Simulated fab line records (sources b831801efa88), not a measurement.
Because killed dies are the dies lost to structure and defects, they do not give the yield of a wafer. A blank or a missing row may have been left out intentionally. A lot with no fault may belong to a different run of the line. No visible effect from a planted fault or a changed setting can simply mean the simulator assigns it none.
A struck lot beside a sound one + flow sky130 + 37 out of 708 route steps
Sound: these wafers, L916.1, L916.5, L916.6. The struck wafers were L927.1, L927.3, L927.5. Last of all comes the cause.
Each step with rows lists, per side, the tool, then ch with its chambers, then its first start. Under that, the readings that differ: sound wafers + struck wafers + difference of the means + sigmas: that difference in standard deviations of wafers without a fault.
alike: a reading whose means differ by less than 2 such deviations, as well as words and numbers matching on both sides. not compared: withheld readings; readings where some wafer has no value; bounds like >300 that might hide an equal value; numbers whose values overlap and for which the record gives no deviation.
The two part at a step that has a row with sigmas, a row that says differs or no value, or rows on one side only. When numbers do not overlap yet have no deviation, they are printed without sigmas and do not part them. Lack of a reading on every wafer of one side parts them only where that side has two or more wafers.

first, 10 steps without rows for these wafers: SKY_LDD_LDN_SOFTBAKE_03 (time 60 s); SKY_LDD_LDN_EXPOSE_04 (exposes mask LDNTM, target cd 700 nm); SKY_LDD_LDN_PEB_05; SKY_LDD_LDN_DEVELOP_06 (develop time 60 s); SKY_LDD_LDN_IMPLANT_08; SKY_LDD_LDN_IMPLANT_09; SKY_LDD_LDN_IMPLANT_10; SKY_LDD_LDN_IMPLANT_11; SKY_LDD_LDN_STRIP_12 (strips in O2/N2); SKY_LDD_LDN_CLEAN_14 (cleans in SC1/SC2, time 150 s).
SKY_SPACER_CVD_00: deposits Si3N4 from DCS/NH3, target thk 43.1 nm, time 740 s.
  sound on lpcvd-02 ch 0, day 25 21:50; struck on lpcvd-02 ch 0, day 29 14:31
| reading                                 | sound             | struck            | difference | sigmas |
|-----------------------------------------|-------------------|-------------------|------------|--------|
| spikeTcBottomC (C)                      | 793.1 792.5 793.6 | 777.6 778.8 779.7 | -14.4      | -5     |
| spikeTcCentreC (C)                      | 772.9 770.2 770.4 | 756.7 756.5 758.3 | -14.0      | -12    |
| spikeTcLowerC (C)                       | 771.2 771.2 771.5 | 757.9 757.1 756.4 | -14.2      | -11    |
| spikeTcTopC (C)                         | 785.2 785.1 784.2 | 772.3 771.9 772.1 | -12.7      | -10    |
| spikeTcUpperC (C)                       | 770.8 771.1 771.8 | 757.9 758.1 758.3 | -13.1      | -9     |
| susceptorTempC (C)                      | 769.4 769.6 769.7 | 756.1 755.5 756.0 | -13.7      | -37    |
| zonePowerTopPct (%)                     | 27.77 28.40 28.11 | 27.08 26.60 27.24 | -1.12      | -4     |
| model.Si3N4_of_SPACER_CVD_00.thkNm (nm) | 43.69 43.37 43.26 | 32.53 32.92 32.86 | -10.67     |        |
SKY_SPACER_THK_MEAS_01:
  struck on filmMetro-01, day 29 16:20; sound on filmMetro-02, day 25 23:02
| reading                | sound          | struck         | difference | sigmas |
|------------------------|----------------|----------------|------------|--------|
| SPACER_CVD_00_THK (nm) | 43.6 43.4 43.2 | 32.5 32.9 32.9 | -10.6      | -28    |
SKY_SPACER_ETCHBACK_02: etches Si3N4 in CH3F/O2, stops on SiO2, time 46.7 s, target depth 45 nm.
  sound on rieDiel-04 ch 0,1,2, day 25 23:06; struck on rieDiel-03 ch 0,2, day 29 16:23
| reading                 | sound             | struck            | difference | sigmas |
|-------------------------|-------------------|-------------------|------------|--------|
| oesProductAu (a.u.)     | 0.859 0.865 0.856 | 0.738 0.743 0.749 | -0.117     | -20    |
| model.etch.depthNm (nm) | 43.69 43.37 43.26 | 32.53 32.92 32.86 | -10.67     |        |
  alike: drypumpMotorCurrentA, throttleValvePct
  not compared: rfHoursCounterH
then, 22 steps without rows for these wafers: SKY_POLY_CUT_DEHYDRATE_00 (time 60 s); SKY_POLY_CUT_HMDS_01 (prime time 60 s); SKY_POLY_CUT_COAT_02 (resist thk 60 nm); SKY_POLY_CUT_COAT_03 (resist thk 450 nm); SKY_POLY_CUT_SOFTBAKE_04 (time 90 s); SKY_POLY_CUT_EXPOSE_05 (exposes mask NPCM, target cd 270 nm); SKY_POLY_CUT_PEB_06; SKY_POLY_CUT_DEVELOP_07 (develop time 60 s); SKY_POLY_CUT_ETCH_10 (etches BARC in N2/H2, stops on SiO2, time 45.9 s, target depth 60 nm); SKY_POLY_CUT_ETCH_11 (etches Si3N4 in CF4/CH2F2/Ar, stops on poly-Si, time 42.5 s, target depth 60 nm); SKY_POLY_CUT_STRIP_12 (strips in O2/N2); SKY_SD_P_DEHYDRATE_00 (time 60 s); SKY_SD_P_HMDS_01 (prime time 60 s); SKY_SD_P_COAT_02 (resist thk 1140 nm); SKY_SD_P_SOFTBAKE_03 (time 60 s); SKY_SD_P_EXPOSE_04 (exposes mask PSDM, target cd 380 nm); SKY_SD_P_PEB_05; SKY_SD_P_DEVELOP_06 (develop time 60 s); SKY_SD_P_IMPLANT_09; SKY_SD_P_STRIP_10 (strips in O2/N2); SKY_RES_XHIGH_DEHYDRATE_00 (time 60 s); SKY_RES_XHIGH_HMDS_01 (prime time 60 s).
-- the record jumps here: 5 days lie between the struck wafers' starts before and after (it left off in module RES_XHIGH and takes up again in module SALICIDE, whose first step shown is number 361 of the route) --
SKY_SALICIDE_CLEAN_00: cleans in HF-last, time 30 s.
  sound on wetBench-04 ch 1, day 30 17:32; struck on wetBench-03 ch 0, day 34 07:47
| reading                                 | sound            | struck            | difference | sigmas |
|-----------------------------------------|------------------|-------------------|------------|--------|
| model.Si3N4_of_SPACER_CVD_00.thkNm (nm) | 42.7 42.38 42.28 | 31.54 31.94 31.87 | -10.67     |        |
-- the record jumps here: 16 days lie between the struck wafers' starts before and after (it left off in module SALICIDE and takes up again in module PAD_OPEN, whose first step shown is number 708 of the route) --
SKY_PAD_OPEN_PROBE_99:
  struck on prober-01, day 50 06:39; sound on prober-02, day 47 18:24
| reading                             | sound             | struck            | difference | sigmas |
|-------------------------------------|-------------------|-------------------|------------|--------|
| model.etest.pfet_01v8.rOnOhmUm      | 2858 2841 2865    | 2632 2614 2632    | -229       |        |
| model.etest.pfetG5v0d10v5.rOnOhmUm  | 4807 4796 4837    | 4574 4544 4677    | -215       |        |
| model.etest.nfetG5v0d10v5.rOnOhmUm  | 1882 1889 1906    | 1804 1801 1829    | -81        |        |
| model.etest.sonosUncharged.rOnOhmUm | 805.4 821.4 822.6 | 747.1 751.1 754.4 | -65.6      |        |
| model.etest.resPdiff.lineOhmUm      | 1380 1362 1382    | 1361 1340 1340    | -28        |        |
| model.etest.pfet_01v8.driveUaUm     | 194.5 196.4 193.8 | 215.2 217.7 216   | +21.4      |        |
| model.etest.nfet_01v8_lvt.driveUaUm | 580.3 591.9 573   | 607.2 613.7 607.7 | +27.8      |        |
| model.etest.pfet_01v8_hvt.driveUaUm | 145.9 147.4 143.8 | 161.7 162 162.3   | +16.3      |        |
  alike: killed_at_M0_to_M3, killed_at_M4_up, killedAtContacts, killedAtFrontEnd, killedAtOther, killedDies, killedOpen, killedShort

## WHERE THEY PART
At SKY_SPACER_CVD_00 first; at SKY_SPACER_ETCHBACK_02 last (within this record only). Later steps at which nothing parts them and some readings are alike: SKY_PAD_OPEN_PROBE_99.

WHY: the cause the simulator had injected
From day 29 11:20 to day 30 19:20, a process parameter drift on lpcvd-02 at SKY_SPACER_CVD_00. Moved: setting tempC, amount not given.
